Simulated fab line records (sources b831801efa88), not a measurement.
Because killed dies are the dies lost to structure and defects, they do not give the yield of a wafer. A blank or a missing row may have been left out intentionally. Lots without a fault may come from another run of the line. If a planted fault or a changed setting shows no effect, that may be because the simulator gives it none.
Which tool did it? | flow sky130 | 14 lots, 42 wafers sampled, at 2 steps of a route of 708

WHAT EACH GAUGE READ, for each wafer
The record holds no reading of a measuring or inspecting step that can be judged against a usual standard deviation.

WHAT TOOL EACH LOT RAN ON (gives the tool, then ch and the chambers of the sampled wafers, and finally the start)
lot  | SKY_METAL4_SPUTTER_00        | SKY_PAD_OPEN_PROBE_99
L789 | pvd sputter-02, day 40 15:35 | -
L790 | pvd sputter-04, day 41 02:47 | prober-01, day 47 02:18
L792 | pvd sputter-01, day 41 04:56 | -
L793 | pvd sputter-01, day 41 13:11 | prober-01, day 47 10:34
L794 | pvd sputter-02, day 41 19:38 | prober-02, day 47 15:14
L795 | pvd sputter-02, day 42 01:53 | prober-01, day 47 22:52
L797 | pvd sputter-01, day 42 17:22 | prober-01, day 48 09:17
L798 | pvd sputter-02, day 43 02:07 | prober-02, day 48 17:14
L800 | pvd sputter-01, day 43 09:04 | prober-02, day 48 22:41
L802 | pvd sputter-04, day 43 23:23 | prober-02, day 49 09:24
L805 | pvd sputter-04, day 44 15:05 | -
L806 | pvd sputter-04, day 45 02:29 | prober-02, day 50 05:59
L808 | pvd sputter-04, day 45 10:32 | prober-02, day 50 12:51
L811 | pvd sputter-01, day 46 05:23 | -
- SKY_METAL4_SPUTTER_00: material Ti, target thk 15 nm, time 10 s.
- SKY_PAD_OPEN_PROBE_99

AS READ BY THE TOOLS THEMSELVES (means over the sampled wafers that have a number; for cases with no such wafer, the mark the record gives instead)
SKY_METAL4_SPUTTER_00.
lot  | tool           | chamber pressure pa (Pa) | throttle valve pct (%)
L789 | pvd sputter-02 | 0.3994                   | 30.5
L790 | pvd sputter-04 | 0.3999                   | 29.2
L792 | pvd sputter-01 | 0.4001                   | 29.9
L793 | pvd sputter-01 | 0.4004                   | 29.2
L794 | pvd sputter-02 | 0.4001                   | 30.9
L795 | pvd sputter-02 | 0.4001                   | 30.7
L797 | pvd sputter-01 | 0.4004                   | 29.2
L798 | pvd sputter-02 | 0.4002                   | 30.2
L800 | pvd sputter-01 | 0.3999                   | 28.4
L802 | pvd sputter-04 | 0.3996                   | 29.7
L805 | pvd sputter-04 | 0.4010                   | 30.4
L806 | pvd sputter-04 | 0.4008                   | 29.8
L808 | pvd sputter-04 | 0.4003                   | 29.5
L811 | pvd sputter-01 | 0.4003                   | 30.0

SKY_PAD_OPEN_PROBE_99.
lot  | tool      | defect limited yield (%) | killed_at_M0_to_M3 | killed_at_M4_up | killed at contacts | killed at front end | killed at other | killed dies | killed on rim | killed open | killed short | sort_bin_3_pad_short (%) | sort_bin_5_function (%) | sort_bin_6_memory (%) | sort n pass | sort yield pct (%)
L790 | prober-01 | 83.4                     | 36                 | 4.0             | 23                 | 19                  | 0.7             | 82          | 17            | 41          | 41           | 1.0                      | 10.2                    | 5.4                   | 410         | 83.4
L793 | prober-01 | 83.6                     | 44                 | 5.3             | 22                 | 10                  | 0.3             | 81          | 16            | 42          | 39           | 1.0                      | 9.8                     | 5.6                   | 411         | 83.6
L794 | prober-02 | 81.8                     | 50                 | 3.7             | 23                 | 12                  | 0.0             | 90          | 20            | 49          | 39           | 0.8                      | 10.9                    | 6.5                   | 402         | 81.8
L795 | prober-01 | 84.3                     | 36                 | 4.0             | 16                 | 21                  | 0.0             | 77          | 14            | 36          | 39           | 1.2                      | 8.7                     | 5.7                   | 415         | 84.3
L797 | prober-01 | 82.5                     | 47                 | 1.7             | 21                 | 16                  | 0.0             | 86          | 14            | 46          | 40           | 1.0                      | 10.2                    | 6.3                   | 406         | 82.5
L798 | prober-02 | 81.2                     | 45                 | 6.0             | 27                 | 14                  | 0.3             | 92          | 18            | 49          | 42           | 1.2                      | 10.4                    | 7.1                   | 400         | 81.2
L800 | prober-02 | 82.5                     | 39                 | 3.0             | 25                 | 18                  | 0.7             | 86          | 14            | 45          | 41           | 1.1                      | 10.9                    | 5.5                   | 406         | 82.5
L802 | prober-02 | 81.6                     | 50                 | 4.0             | 23                 | 13                  | 0.0             | 91          | 16            | 51          | 40           | 0.5                      | 11.0                    | 7.0                   | 401         | 81.6
L806 | prober-02 | 79.7                     | 47                 | 13.7            | 21                 | 19                  | 0.0             | 100         | 22            | 44          | 44           | 1.5                      | 11.5                    | 7.3                   | 392         | 79.7
L808 | prober-02 | 80.5                     | 43                 | 13.7            | 28                 | 11                  | 0.0             | 96          | 22            | 43          | 42           | 2.0                      | 11.7                    | 5.8                   | 396         | 80.5

THE ANSWER, worked out from the rows above alone
Rule: usual is defined by the lots themselves. Put in order of their means at a reading, lots are off if they are a third of the lots or fewer, leave a main group of 4 or more, and stand apart from it by a gap of 3 or more times the standard deviation of the main group's means; of several such gaps the widest counts. The tables above print the reading to a certain number of digits; a main group whose means all agree to those digits is not used. A lot without any number at a reading at which 4 lots or more have one is off too. All remaining lots with rows at the step are treated as sound. After the gauges, taken in route order, come the tools' own readings; for these a lot's mean is taken, as printed above. At the first step where some lot is off, the reading lying furthest off is the one used; lots without a number count as furthest.
Off: L806, L808, at SKY_PAD_OPEN_PROBE_99 (killed_at_M4_up). Mean 4.0 and standard deviation 1.2 in the main group. Neither off nor sound, because the step has no rows for them: L789, L792, L805, L811.
If a tool, at that step or one of the process steps before it, ran each lot that is off and ran no sound lot following the first of them, it fits. This does not decide it: 2 tools fit, namely pvd sputter-04 at SKY_METAL4_SPUTTER_00 and prober-02 at SKY_PAD_OPEN_PROBE_99.

WHAT THE SIMULATOR HAD PUT IN
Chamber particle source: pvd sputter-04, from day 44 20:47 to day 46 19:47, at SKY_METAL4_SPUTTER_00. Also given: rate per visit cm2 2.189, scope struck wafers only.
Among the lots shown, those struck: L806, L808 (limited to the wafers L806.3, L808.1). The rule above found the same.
